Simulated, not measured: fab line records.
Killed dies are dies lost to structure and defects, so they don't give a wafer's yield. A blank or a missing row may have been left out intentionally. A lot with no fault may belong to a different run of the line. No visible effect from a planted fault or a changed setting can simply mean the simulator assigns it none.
fab line records + flow sky130
record:
- lots: 7
- wafers: 21
- last_day: 50
route steps=708 shown METAL5@666 PAD_OPEN@708
lots that met no fault: from a run of the same line without faults
start_h: hours from the record's first day to the start of the lot's first wafer shown + wait_h: hours elapsed since this lot's preceding step + " repeats the value in the row above + L1.1+2: several wafers, shown together as one row + - no value, or no start was given + * or withheld: withheld + < > ~ a bound
route shown NAME@n: a module of which the file shows steps, and the number in the route of the first + usual: mean/standard deviation taken from wafers without a fault + same: alike in all rows + chamber/n: place in a boat + sites: readings site by site + _std_site: how widely they spread, as a standard deviation + _edge_site: the outer-site mean with the inner-site mean subtracted + radius_mm: how far each site lies from the wafer's centre + mask NAME#n: copy n + behind: tool/chamber where the wafer was last shaped + hold: what put the lot on hold/how long, in hours/how the hold closed + device: the n, p or np transistor that did not switch + end of line: at the end of the route, the tests of the same wafers + step lacking rows: just its recipe + killed: at the first sort, the dies lost to defects and structure; wafer yield is something else + map: per-die view of a wafer (x killed, . not killed, _ where there is no die)
set.NAME: the run value of the setting; set.NAME@STEP: its run value at that earlier step + model.NAME: the simulator's own value behind a step, which no gauge read
lots at some steps of the route; a table a step, a row a wafer
services: the hour from which a tool's chamber was out of use, counted from the record's first day as start_h (under 0 if before that day), plus the number of hours and why
== steps ==
step: SKY_METAL5_RS_MEAS_05
recipe:
- thk_meas_gauge: four-point-probe
- reads: TiN_of_METAL5_SPUTTER_04+Ti_of_METAL5_SPUTTER_03+AlCu_of_METAL5_SPUTTER_02+TiN_of_METAL5_SPUTTER_01+Ti_of_METAL5_SPUTTER_00
usual:
- METAL5_ALCU_RS: 0.0271/0.00031
| lot.wafer | tool          | chamber | start_h | wait_h | METAL5_ALCU_RS[ohm/sq] |
|-----------|---------------|---------|---------|--------|------------------------|
| L508.1    | film_metro-02 | -       | 1015.44 | 0.0    | 0.0272                 |
| L508.3    | "             | -       | "       | "      | 0.0269                 |
| L508.6    | "             | -       | "       | "      | 0.0270                 |
| L512.1    | film_metro-01 | -       | 1043.47 | 0.0    | 0.0278                 |
| L512.3    | "             | -       | "       | "      | 0.0274                 |
| L512.4    | "             | -       | "       | "      | 0.0273                 |
| L515.1    | film_metro-04 | -       | 1064.03 | 0.0    | 0.0270                 |
| L515.2    | "             | -       | "       | "      | 0.0272                 |
| L515.4    | "             | -       | "       | "      | 0.0271                 |
| L516.2    | film_metro-04 | -       | 1064.94 | 0.0    | 0.0274                 |
| L516.4    | "             | -       | "       | "      | 0.0273                 |
| L516.6    | "             | -       | "       | "      | 0.0274                 |
| L517.1    | film_metro-04 | -       | 1076.46 | 0.0    | 0.0274                 |
| L517.4    | "             | -       | "       | "      | 0.0275                 |
| L517.5    | "             | -       | "       | "      | 0.0277                 |
| L525.1    | film_metro-02 | -       | 1129.23 | 0.0    | 0.0272                 |
| L525.3    | "             | -       | "       | "      | 0.0272                 |
| L525.5    | "             | -       | "       | "      | 0.0272                 |
| L527.1    | film_metro-04 | -       | 1133.99 | 0.0    | 0.0271                 |
| L527.4    | "             | -       | "       | "      | 0.0270                 |
| L527.6    | "             | -       | "       | "      | 0.0269                 |
step: SKY_METAL5_THK_MEAS_06
recipe:
- thk_meas_gauge: xrf
- reads: AlCu_of_METAL5_SPUTTER_02
usual:
- METAL5_ALCU_THK: 1171/15
| lot.wafer | tool          | chamber | start_h | wait_h | METAL5_ALCU_THK[nm] |
|-----------|---------------|---------|---------|--------|---------------------|
| L508.1    | film_metro-02 | -       | 1015.56 | 0.1    | 1148                |
| L508.3    | "             | -       | "       | "      | 1172                |
| L508.6    | "             | -       | "       | "      | 1172                |
| L512.1    | film_metro-01 | -       | 1043.59 | 0.1    | 1141                |
| L512.3    | "             | -       | "       | "      | 1165                |
| L512.4    | "             | -       | "       | "      | 1155                |
| L515.1    | film_metro-04 | -       | 1064.15 | 0.1    | 1175                |
| L515.2    | "             | -       | "       | "      | 1172                |
| L515.4    | "             | -       | "       | "      | 1176                |
| L516.2    | film_metro-04 | -       | 1065.05 | 0.1    | 1166                |
| L516.4    | "             | -       | "       | "      | 1166                |
| L516.6    | "             | -       | "       | "      | 1164                |
| L517.1    | film_metro-04 | -       | 1076.58 | 0.1    | 1160                |
| L517.4    | "             | -       | "       | "      | 1160                |
| L517.5    | "             | -       | "       | "      | 1150                |
| L525.1    | film_metro-02 | -       | 1129.35 | 0.1    | 1158                |
| L525.3    | "             | -       | "       | "      | 1158                |
| L525.5    | "             | -       | "       | "      | 1158                |
| L527.1    | film_metro-04 | -       | 1134.11 | 0.1    | 1169                |
| L527.4    | "             | -       | "       | "      | 1174                |
| L527.6    | "             | -       | "       | "      | 1186                |
step: SKY_METAL5_DEHYDRATE_07
recipe:
- temp_c: 200
- time_s: 60
step: SKY_METAL5_HMDS_08
recipe:
- prime_time_s: 60
- prime_temp_c: 120
step: SKY_METAL5_COAT_09
recipe:
- resist: NOVOLAK
- spin_rpm: 3000
- resist_thk_nm: 1800
step: SKY_METAL5_SOFTBAKE_10
recipe:
- temp_c: 90
- time_s: 60
- resist: NOVOLAK
step: SKY_METAL5_EXPOSE_11
recipe:
- mask_id: MM5
- na: 0.6
- source_shape: conventional
- sigma_outer: 0.6
- polarization: unpolarized
- target_cd_nm: 1600
- dose_mj: 190
step: SKY_METAL5_PEB_12
recipe:
- temp_c: withheld
- time_s: *
- resist: NOVOLAK
step: SKY_METAL5_DEVELOP_13
recipe:
- resist: NOVOLAK
- developer: TMAH
- develop_time_s: 60
- dev_temp_c: 23
step: SKY_METAL5_DESCUM_14
recipe:
- chemistry: O2
- source_power_w: 150
- bias_power_w: 0
- pressure_mtorr: 10
- temp_c: 40
- time_s: 11
usual:
- drypump_motor_current_A: 5.9/0.47
- oes_product_au: 1.006/0.014
| lot.wafer | tool         | chamber | start_h | wait_h | drypump_motor_current_A | oes_product_au | rf_hours_counter_h |
|-----------|--------------|---------|---------|--------|-------------------------|----------------|--------------------|
| L508.1    | rie_metal-04 | 1       | 1037.10 | 0.1    | 6.0                     | 1.016          | 16                 |
| L508.3    | "            | 0       | "       | "      | 5.7                     | 0.994          | -                  |
| L508.6    | "            | 0       | "       | "      | 5.7                     | 1.006          | -                  |
| L512.1    | rie_metal-03 | 0       | 1064.25 | 0.1    | 6.3                     | 0.990          | 16                 |
| L512.3    | "            | 0       | "       | "      | 6.3                     | 1.003          | -                  |
| L512.4    | "            | 0       | "       | "      | 6.4                     | 0.999          | -                  |
| L515.1    | rie_metal-01 | 1       | 1084.55 | 0.1    | 5.0                     | 1.010          | 10                 |
| L515.2    | "            | 0       | "       | "      | 6.3                     | 1.012          | 4                  |
| L515.4    | "            | 1       | "       | "      | 5.0                     | 1.008          | -                  |
| L516.2    | rie_metal-04 | 1       | 1085.40 | 0.1    | 6.0                     | 0.999          | 20                 |
| L516.4    | "            | 1       | "       | "      | 6.0                     | 0.998          | -                  |
| L516.6    | "            | 0       | "       | "      | 5.7                     | 0.991          | -                  |
| L517.1    | rie_metal-03 | 0       | 1097.45 | 0.1    | 6.4                     | 0.998          | 19                 |
| L517.4    | "            | 0       | "       | "      | 6.4                     | 1.014          | -                  |
| L517.5    | "            | 0       | "       | "      | 6.4                     | 1.002          | -                  |
| L525.1    | rie_metal-04 | 1       | 1146.87 | 0.1    | 6.0                     | 1.028          | 27                 |
| L525.3    | "            | 1       | "       | "      | 6.0                     | 1.024          | -                  |
| L525.5    | "            | 0       | "       | "      | 5.7                     | 1.014          | -                  |
| L527.1    | rie_metal-01 | 1       | 1152.35 | 0.1    | 5.0                     | 0.985          | 16                 |
| L527.4    | "            | 1       | "       | "      | 5.0                     | 0.990          | -                  |
| L527.6    | "            | 1       | "       | "      | 5.0                     | 1.001          | -                  |
step: SKY_METAL5_METAL_ETCH_15
recipe:
- target_depth_a: 12600
- stop_on: SiO2
- over_etch_frac: 0.2
- time_s: 252
- chemistry: Cl2/BCl3
- resist_sidewall_deg: 86
- pressure_mtorr: 10
- icp_w: 900
- bias_w: 48.5
- Cl2_flow_sccm: 60
- bcl3_flow_sccm: 30
usual:
- drypump_motor_current_A: 5.9/0.47
- oes_product_au: 0.895/0.0057
- throttle_valve_pct: 22.263/0.0093
| lot.wafer | tool         | chamber | start_h | wait_h | drypump_motor_current_A | oes_product_au | rf_hours_counter_h | throttle_valve_pct |
|-----------|--------------|---------|---------|--------|-------------------------|----------------|--------------------|--------------------|
| L508.1    | rie_metal-04 | 1       | 1037.14 | 0.0    | 6.0                     | 0.905          | 16                 | 22.281             |
| L508.3    | "            | 0       | "       | "      | 5.7                     | 0.898          | -                  | 22.268             |
| L508.6    | "            | 0       | "       | "      | 5.7                     | 0.908          | -                  | 22.270             |
| L512.1    | rie_metal-03 | 0       | 1064.32 | 0.1    | 6.4                     | 0.888          | 16                 | 22.259             |
| L512.3    | "            | 0       | "       | "      | 6.4                     | 0.886          | -                  | 22.249             |
| L512.4    | "            | 0       | "       | "      | 6.4                     | 0.888          | -                  | 22.257             |
| L515.1    | rie_metal-01 | 1       | 1084.59 | 0.0    | 5.0                     | 0.893          | 10                 | 22.273             |
| L515.2    | "            | 0       | "       | "      | 6.3                     | 0.897          | 4                  | 22.250             |
| L515.4    | "            | 1       | "       | "      | 5.0                     | 0.889          | -                  | 22.277             |
| L516.2    | rie_metal-04 | 1       | 1085.44 | 0.0    | 6.0                     | 0.898          | 20                 | 22.264             |
| L516.4    | "            | 1       | "       | "      | 6.0                     | 0.885          | -                  | 22.263             |
| L516.6    | "            | 0       | "       | "      | 5.7                     | 0.899          | -                  | 22.271             |
| L517.1    | rie_metal-03 | 0       | 1097.49 | 0.0    | 6.4                     | 0.893          | 19                 | 22.265             |
| L517.4    | "            | 0       | "       | "      | 6.4                     | 0.902          | -                  | 22.257             |
| L517.5    | "            | 0       | "       | "      | 6.4                     | 0.894          | -                  | 22.272             |
| L525.1    | rie_metal-04 | 1       | 1146.90 | 0.0    | 6.0                     | 0.896          | 27                 | 22.264             |
| L525.3    | "            | 1       | "       | "      | 6.0                     | 0.896          | -                  | 22.272             |
| L525.5    | "            | 0       | "       | "      | 5.7                     | 0.893          | -                  | 22.258             |
| L527.1    | rie_metal-01 | 1       | 1152.39 | 0.0    | 5.0                     | 0.902          | 16                 | 22.266             |
| L527.4    | "            | 1       | "       | "      | 5.0                     | 0.892          | -                  | 22.274             |
| L527.6    | "            | 1       | "       | "      | 5.0                     | 0.900          | -                  | 22.267             |
step: SKY_METAL5_STRIP_16
recipe:
- chemistry: O2/N2
- power_w: 1400
- pressure_mtorr: 1500
- platen_temp_c: withheld
- o2_flow_sccm: 3000
- n2_flow_sccm: 300
- overash_fraction: 0.5
usual:
- drypump_motor_current_A: 5.5/0.36
- oes_product_au: 0.711/0.0052
- strip_time_to_endpoint_s: 13.01/0.18
| lot.wafer | tool            | chamber | start_h | wait_h | drypump_motor_current_A | oes_product_au | rf_hours_counter_h | strip_time_to_endpoint_s |
|-----------|-----------------|---------|---------|--------|-------------------------|----------------|--------------------|--------------------------|
| L508.1    | plasma_asher-04 | 1       | 1037.37 | 0.2    | 5.4                     | 0.713          | 91                 | 12.83                    |
| L508.3    | "               | 0       | "       | "      | 5.6                     | 0.717          | -                  | 12.96                    |
| L508.6    | "               | 0       | "       | "      | 5.6                     | 0.708          | -                  | 12.89                    |
| L512.1    | plasma_asher-03 | 0       | 1064.79 | 0.4    | 4.8                     | 0.705          | 33                 | 13.19                    |
| L512.3    | "               | 0       | "       | "      | 4.8                     | 0.707          | -                  | 13.01                    |
| L512.4    | "               | 1       | "       | "      | 5.9                     | 0.715          | -                  | 13.14                    |
| L515.1    | plasma_asher-04 | 0       | 1084.82 | 0.2    | 5.6                     | 0.719          | 96                 | 13.05                    |
| L515.2    | "               | 1       | "       | "      | 5.4                     | 0.722          | 96                 | 12.78                    |
| L515.4    | "               | 0       | "       | "      | 5.6                     | 0.701          | -                  | 13.07                    |
| L516.2    | plasma_asher-02 | 1       | 1085.67 | 0.2    | 5.6                     | 0.708          | 2                  | 13.01                    |
| L516.4    | "               | 0       | "       | "      | 5.8                     | 0.707          | -                  | 12.91                    |
| L516.6    | "               | 1       | "       | "      | 5.6                     | 0.712          | -                  | 13.04                    |
| L517.1    | plasma_asher-03 | 0       | 1097.72 | 0.2    | 4.8                     | 0.710          | 36                 | 13.20                    |
| L517.4    | "               | 1       | "       | "      | 5.9                     | 0.708          | -                  | 13.20                    |
| L517.5    | "               | 0       | "       | "      | 4.8                     | 0.722          | -                  | 13.23                    |
| L525.1    | plasma_asher-03 | 0       | 1147.14 | 0.2    | 4.8                     | 0.710          | 41                 | 12.83                    |
| L525.3    | "               | 0       | "       | "      | 4.8                     | 0.712          | -                  | 12.98                    |
| L525.5    | "               | 0       | "       | "      | 4.8                     | 0.711          | -                  | 12.96                    |
| L527.1    | plasma_asher-03 | 0       | 1152.62 | 0.2    | 4.8                     | 0.709          | 41                 | 13.09                    |
| L527.4    | "               | 1       | "       | "      | 5.8                     | 0.706          | -                  | 13.20                    |
| L527.6    | "               | 1       | "       | "      | 5.9                     | 0.718          | -                  | 13.13                    |
step: SKY_METAL5_STRIP_17
recipe:
- chemistry: post_etch_residue_remover
- time_s: 1200
- temp_c: 72.5
usual:
- bath_guard_temp_C: 72.6/0.45
- temp_c: 72.50/0.11
| lot.wafer | tool         | chamber | start_h | wait_h | bath_guard_temp_C | temp_c |
|-----------|--------------|---------|---------|--------|-------------------|--------|
| L508.1    | wet_bench-03 | 2       | 1037.47 | 0.1    | 72.5              | 72.59  |
| L508.3    | "            | 2       | "       | "      | 72.9              | 72.39  |
| L508.6    | "            | 2       | "       | "      | 72.7              | 72.45  |
| L512.1    | wet_bench-02 | 0       | 1064.89 | 0.1    | 71.9              | 72.49  |
| L512.3    | "            | 0       | "       | "      | 71.7              | 72.45  |
| L512.4    | "            | 0       | "       | "      | 71.9              | 72.60  |
| L515.1    | wet_bench-03 | 3       | 1084.92 | 0.1    | 76.2              | 74.98  |
| L515.2    | "            | 3       | "       | "      | 75.9              | 75.17  |
| L515.4    | "            | 3       | "       | "      | 75.9              | 75.00  |
| L516.2    | wet_bench-03 | 2       | 1085.77 | 0.1    | 75.6              | 75.03  |
| L516.4    | "            | 2       | "       | "      | 75.2              | 74.95  |
| L516.6    | "            | 2       | "       | "      | 75.2              | 74.89  |
| L517.1    | wet_bench-03 | 3       | 1097.84 | 0.1    | 76.1              | 74.97  |
| L517.4    | "            | 3       | "       | "      | 76.0              | 74.87  |
| L517.5    | "            | 3       | "       | "      | 76.2              | 75.06  |
| L525.1    | wet_bench-04 | 3       | 1147.24 | 0.1    | 72.3              | 72.54  |
| L525.3    | "            | 3       | "       | "      | 71.9              | 72.53  |
| L525.5    | "            | 3       | "       | "      | 72.1              | 72.53  |
| L527.1    | wet_bench-04 | 0       | 1152.72 | 0.1    | 71.9              | 72.40  |
| L527.4    | "            | 0       | "       | "      | 72.1              | 72.46  |
| L527.6    | "            | 0       | "       | "      | 71.5              | 72.56  |
step: SKY_METAL5_CLEAN_18
recipe:
- chemistry: IPA
- time_s: 180
- temp_c: 25
step: SKY_PAD_OPEN_PROBE_99
usual:
- defect_limited_yield: 82.8/1.9
- killed_at_M0_to_M3: 42/6.3
- killed_at_M4_up: 3.2/1.9
- killed_at_contacts: 24/5.8
- killed_at_front_end: 15/4.3
- killed_at_other: 0.2/0.62
- killed_dies: 85/9.3
- killed_open: 46/6.8
- killed_short: 38/6.1
- sort_bin_3_pad_short: 0.8/0.43
- sort_bin_5_function: 10.2/1.5
- sort_bin_6_memory: 6.2/1.1
- sort_n_pass: 407/9.3
- sort_yield_pct: 82.8/1.9
same:
- gross_dies: 492
- killed_at_back_side: 0
- sort_bin_4_leakage[%]: 0
- sort_bin_8_speed[%]: 0
| lot.wafer | tool      | chamber | start_h | wait_h | defect_limited_yield[%] | killed_at_M0_to_M3 | killed_at_M4_up | killed_at_contacts | killed_at_front_end | killed_at_other | killed_dies | killed_open | killed_short | sort_bin_3_pad_short[%] | sort_bin_5_function[%] | sort_bin_6_memory[%] | sort_n_pass | sort_yield_pct[%] |
|-----------|-----------|---------|---------|--------|-------------------------|--------------------|-----------------|--------------------|---------------------|-----------------|-------------|-------------|--------------|-------------------------|------------------------|----------------------|-------------|-------------------|
| L508.1    | prober-01 | -       | 1083.05 | 0.1    | 81.1                    | 42                 | 5               | 32                 | 14                  | 0               | 93          | 50          | 43           | 0.8                     | 11.4                   | 6.7                  | 399         | 81.1              |
| L508.3    | prober-01 | -       | 1083.15 | 0.2    | 85.8                    | 40                 | 2               | 17                 | 11                  | 0               | 70          | 44          | 26           | 1.0                     | 8.3                    | 4.9                  | 422         | 85.8              |
| L508.6    | prober-01 | -       | 1083.30 | 0.2    | 78.7                    | 58                 | 1               | 26                 | 18                  | 2               | 105         | 57          | 48           | 0.4                     | 11.8                   | 9.1                  | 387         | 78.7              |
| L512.1    | prober-01 | -       | 1108.47 | 0.1    | 85.2                    | 35                 | 3               | 22                 | 13                  | 0               | 73          | 42          | 31           | 1.0                     | 8.3                    | 5.5                  | 419         | 85.2              |
| L512.3    | prober-01 | -       | 1108.57 | 0.2    | 79.1                    | 51                 | 1               | 30                 | 20                  | 1               | 103         | 51          | 51           | 1.8                     | 13.4                   | 5.7                  | 389         | 79.1              |
| L512.4    | prober-01 | -       | 1108.62 | 0.2    | 78.3                    | 50                 | 2               | 33                 | 22                  | 0               | 107         | 63          | 44           | 1.6                     | 14.2                   | 5.9                  | 385         | 78.3              |
| L515.1    | prober-02 | -       | 1127.24 | 0.1    | 82.7                    | 35                 | 3               | 23                 | 24                  | 0               | 85          | 39          | 46           | 1.8                     | 9.8                    | 5.7                  | 407         | 82.7              |
| L515.2    | prober-02 | -       | 1127.29 | 0.1    | 82.7                    | 40                 | 5               | 20                 | 19                  | 1               | 85          | 52          | 33           | 0.4                     | 11.6                   | 5.3                  | 407         | 82.7              |
| L515.4    | prober-02 | -       | 1127.39 | 0.2    | 86.4                    | 31                 | 0               | 18                 | 17                  | 1               | 67          | 37          | 30           | 0.6                     | 7.5                    | 5.5                  | 425         | 86.4              |
| L516.2    | prober-01 | -       | 1127.99 | 0.1    | 84.1                    | 35                 | 6               | 18                 | 19                  | 0               | 78          | 38          | 39           | 0.6                     | 8.5                    | 6.7                  | 414         | 84.1              |
| L516.4    | prober-01 | -       | 1128.09 | 0.2    | 83.5                    | 37                 | 3               | 18                 | 23                  | 0               | 81          | 42          | 38           | 1.6                     | 8.9                    | 5.9                  | 411         | 83.5              |
| L516.6    | prober-01 | -       | 1128.19 | 0.2    | 82.7                    | 39                 | 1               | 23                 | 22                  | 0               | 85          | 42          | 43           | 0.2                     | 11.4                   | 5.7                  | 407         | 82.7              |
| L517.1    | prober-02 | -       | 1139.44 | 0.1    | 83.1                    | 40                 | 3               | 19                 | 20                  | 1               | 83          | 46          | 33           | 1.2                     | 11.0                   | 4.7                  | 409         | 83.1              |
| L517.4    | prober-02 | -       | 1139.59 | 0.2    | 83.9                    | 47                 | 4               | 13                 | 15                  | 0               | 79          | 43          | 35           | 0.8                     | 10.0                   | 5.3                  | 413         | 83.9              |
| L517.5    | prober-02 | -       | 1139.64 | 0.2    | 83.7                    | 37                 | 4               | 19                 | 20                  | 0               | 80          | 48          | 29           | 0.4                     | 10.0                   | 5.9                  | 412         | 83.7              |
| L525.1    | prober-02 | -       | 1185.08 | 0.1    | 80.5                    | 43                 | 1               | 31                 | 17                  | 4               | 96          | 59          | 35           | 1.4                     | 11.0                   | 7.1                  | 396         | 80.5              |
| L525.3    | prober-02 | -       | 1185.18 | 0.2    | 83.3                    | 47                 | 2               | 17                 | 15                  | 1               | 82          | 38          | 44           | 1.2                     | 10.0                   | 5.5                  | 410         | 83.3              |
| L525.5    | prober-02 | -       | 1185.28 | 0.2    | 83.5                    | 41                 | 2               | 23                 | 15                  | 0               | 81          | 46          | 35           | 1.8                     | 10.2                   | 4.5                  | 411         | 83.5              |
| L527.1    | prober-02 | -       | 1189.74 | 0.1    | 83.1                    | 38                 | 2               | 30                 | 13                  | 0               | 83          | 44          | 39           | 0.6                     | 11.2                   | 5.1                  | 409         | 83.1              |
| L527.4    | prober-02 | -       | 1189.89 | 0.2    | 80.9                    | 36                 | 3               | 32                 | 23                  | 0               | 94          | 54          | 39           | 1.2                     | 11.2                   | 6.7                  | 398         | 80.9              |
| L527.6    | prober-02 | -       | 1189.99 | 0.2    | 81.3                    | 46                 | 0               | 37                 | 9                   | 0               | 92          | 45          | 47           | 0.4                     | 12.0                   | 6.3                  | 400         | 81.3              |
killed by level:class
L508.1 CONTACT:geometric_particle:open=16 VIA1:geometric_particle:open=15 METAL1:geometric_particle:short=11 CONTACT:geometric_particle:short=6 LI_CONTACT:geometric_particle:open=5 VIA3:geometric_particle:open=5 METAL4:geometric_particle:short=5 LI_CONTACT:geometric_particle:short=4
L508.3 VIA2:geometric_particle:open=9 CONTACT:geometric_particle:open=8 METAL2:geometric_particle:short=6 VIA1:geometric_particle:open=6 LI_CONTACT:geometric_particle:open=5 FIELD_ISO:geometric_particle:open=4 VIA2:geometric_particle:short=4 VIA1:geometric_particle:short=3
L508.6 VIA1:geometric_particle:open=13 VIA3:geometric_particle:open=9 CONTACT:geometric_particle:open=8 LI_CONTACT:geometric_particle:open=7 FIELD_ISO:geometric_particle:open=6 METAL1:geometric_particle:short=6 VIA2:geometric_particle:open=6 LOCAL_INTERCONNECT:geometric_particle:short=5
L512.1 CONTACT:geometric_particle:open=10 VIA1:geometric_particle:open=9 VIA2:geometric_particle:open=6 LI_CONTACT:geometric_particle:open=5 FIELD_ISO:geometric_particle:open=4 METAL1:geometric_particle:short=4 VIA1:geometric_particle:short=4 VIA3:geometric_particle:open=4
L512.3 CONTACT:geometric_particle:open=10 CONTACT:geometric_particle:short=10 VIA1:geometric_particle:open=8 POLY_GATE:geometric_particle:short=7 LI_CONTACT:geometric_particle:open=7 METAL1:geometric_particle:short=7 VIA1:geometric_particle:short=7 VIA2:geometric_particle:open=6
L512.4 CONTACT:geometric_particle:open=14 LI_CONTACT:geometric_particle:open=11 VIA1:geometric_particle:open=10 POLY_GATE:geometric_particle:open=6 VIA2:geometric_particle:short=6 VIA2:geometric_particle:open=6 VIA3:geometric_particle:short=6 METAL1:geometric_particle:short=5
L515.1 FIELD_ISO:geometric_particle:open=9 METAL2:geometric_particle:short=8 VIA1:geometric_particle:open=8 CONTACT:geometric_particle:short=7 CONTACT:geometric_particle:open=7 LOCAL_INTERCONNECT:geometric_particle:short=6 VIA2:geometric_particle:short=5 FIELD_ISO:geometric_particle:short=4
L515.2 CONTACT:geometric_particle:open=9 VIA1:geometric_particle:open=8 FIELD_ISO:geometric_particle:open=7 METAL1:geometric_particle:short=7 VIA3:geometric_particle:open=7 LI_CONTACT:geometric_particle:open=6 FIELD_ISO:geometric_particle:short=5 METAL1:geometric_particle:open=4
L515.4 FIELD_ISO:geometric_particle:open=6 VIA3:geometric_particle:open=6 VIA2:geometric_particle:open=5 LI_CONTACT:geometric_particle:open=5 LOCAL_INTERCONNECT:geometric_particle:short=5 CONTACT:geometric_particle:open=5 FIELD_ISO:geometric_particle:short=4 VIA2:geometric_particle:short=4
L516.2 VIA1:geometric_particle:open=8 METAL1:geometric_particle:short=7 CONTACT:geometric_particle:open=6 SPACER:geometric_particle:open=5 METAL2:geometric_particle:short=5 LI_CONTACT:geometric_particle:short=5 FIELD_ISO:geometric_particle:short=4 SPACER:geometric_particle:short=4
L516.4 FIELD_ISO:geometric_particle:short=9 VIA2:geometric_particle:open=9 LI_CONTACT:geometric_particle:open=7 METAL2:geometric_particle:short=7 POLY_GATE:geometric_particle:open=6 VIA3:geometric_particle:open=6 VIA1:geometric_particle:open=6 VIA1:geometric_particle:short=4
L516.6 CONTACT:geometric_particle:open=9 VIA2:geometric_particle:short=8 FIELD_ISO:geometric_particle:short=7 VIA2:geometric_particle:open=7 LOCAL_INTERCONNECT:geometric_particle:short=5 LI_CONTACT:geometric_particle:open=4 FIELD_ISO:geometric_particle:open=4 VIA3:geometric_particle:open=4
L517.1 VIA1:geometric_particle:open=11 CONTACT:geometric_particle:open=8 POLY_GATE:geometric_particle:short=6 METAL1:geometric_particle:short=6 VIA2:geometric_particle:open=6 FIELD_ISO:geometric_particle:open=4 LI_CONTACT:geometric_particle:open=4 VIA1:geometric_particle:short=4
L517.4 VIA2:geometric_particle:open=9 VIA1:geometric_particle:open=9 VIA1:geometric_particle:short=7 POLY_GATE:geometric_particle:open=6 METAL1:geometric_particle:short=6 VIA3:geometric_particle:open=6 CONTACT:geometric_particle:open=4 METAL2:geometric_particle:short=4
L517.5 VIA2:geometric_particle:open=10 CONTACT:geometric_particle:open=8 VIA1:geometric_particle:open=7 POLY_GATE:geometric_particle:open=5 POLY_GATE:geometric_particle:short=5 LI_CONTACT:geometric_particle:open=5 METAL1:geometric_particle:short=5 FIELD_ISO:geometric_particle:short=4
L525.1 CONTACT:geometric_particle:open=12 VIA1:geometric_particle:open=11 LI_CONTACT:geometric_particle:open=9 METAL2:geometric_particle:short=7 VIA3:geometric_particle:open=6 VIA2:geometric_particle:open=4 FIELD_ISO:geometric_particle:short=3 FIELD_ISO:geometric_particle:open=3
L525.3 METAL1:geometric_particle:short=10 VIA1:geometric_particle:open=8 VIA1:geometric_particle:short=7 METAL2:geometric_particle:short=7 SPACER:geometric_particle:open=6 LI_CONTACT:geometric_particle:open=5 CONTACT:geometric_particle:short=4 CONTACT:geometric_particle:open=4
L525.5 VIA2:geometric_particle:open=12 CONTACT:geometric_particle:open=8 LI_CONTACT:geometric_particle:open=7 METAL2:geometric_particle:short=7 VIA1:geometric_particle:open=6 FIELD_ISO:geometric_particle:short=5 METAL1:geometric_particle:short=5 LOCAL_INTERCONNECT:geometric_particle:short=4
L527.1 CONTACT:geometric_particle:open=11 METAL1:geometric_particle:short=9 LI_CONTACT:geometric_particle:open=7 VIA1:geometric_particle:open=5 VIA3:geometric_particle:open=5 POLY_GATE:geometric_particle:short=4 LOCAL_INTERCONNECT:geometric_particle:short=4 FIELD_ISO:geometric_particle:short=3
L527.4 CONTACT:geometric_particle:open=12 LI_CONTACT:geometric_particle:open=10 FIELD_ISO:geometric_particle:open=9 VIA1:geometric_particle:open=8 VIA1:geometric_particle:short=7 FIELD_ISO:geometric_particle:short=6 METAL1:geometric_particle:short=5 METAL2:geometric_particle:short=5
L527.6 CONTACT:geometric_particle:short=10 LI_CONTACT:geometric_particle:open=9 CONTACT:geometric_particle:open=9 VIA2:geometric_particle:open=9 VIA3:geometric_particle:open=8 METAL2:geometric_particle:short=7 VIA1:geometric_particle:open=7 LI_CONTACT:geometric_particle:short=5
== services ==
| tool            | chamber | start_h | hours | kind           |
|-----------------|---------|---------|-------|----------------|
| plasma_asher-02 | -       | 1044.82 | 2.9   | repair         |
| rie_metal-03    | 1       | 1052.55 | 9.4   | repair         |
| plasma_asher-02 | -       | 1055.25 | 9.0   | pm             |
| plasma_asher-02 | 0       | 1055.25 | 9.0   | vent_cycle     |
| plasma_asher-02 | 1       | 1055.25 | 9.0   | vent_cycle     |
| rie_metal-03    | 1       | 1061.95 | -     | clean          |
| rie_metal-03    | 1       | 1061.95 | 15.5  | scheduled_down |
| rie_metal-03    | 1       | 1061.95 | 15.5  | vent_cycle     |
| plasma_asher-02 | 0       | 1064.25 | -     | clean          |
| plasma_asher-02 | 1       | 1064.25 | -     | clean          |
| plasma_asher-04 | -       | 1069.21 | 1.1   | repair         |
| rie_metal-01    | 0       | 1110.88 | 9.3   | repair         |
== key ==
first_sign:
- step: SKY_METAL5_STRIP_17
- reading: temp_c
- direction: up
- sigmas: 22
- usual: *
- struck: *
effect:
- step: SKY_METAL5_STRIP_17
- reading: bath_guard_temp_C
- direction: up
- sigmas: 7.3
- usual: *
- struck: *
met_at SKY_METAL5_STRIP_17
struck_wafers L515.1,L515.2,L515.4,L516.2,L516.4,L516.6,L517.1,L517.4,L517.5
onset_between 1037.47 1084.92
fault:
- kind: process_parameter_drift
- tool: wet_bench-03
- chamber: -
- onset_h: 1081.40
- steps: SKY_METAL5_STRIP_17
- channel: temp_c
- offset: *
- shape: step
- end_h: 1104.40
- acts_in: *
- stated: *
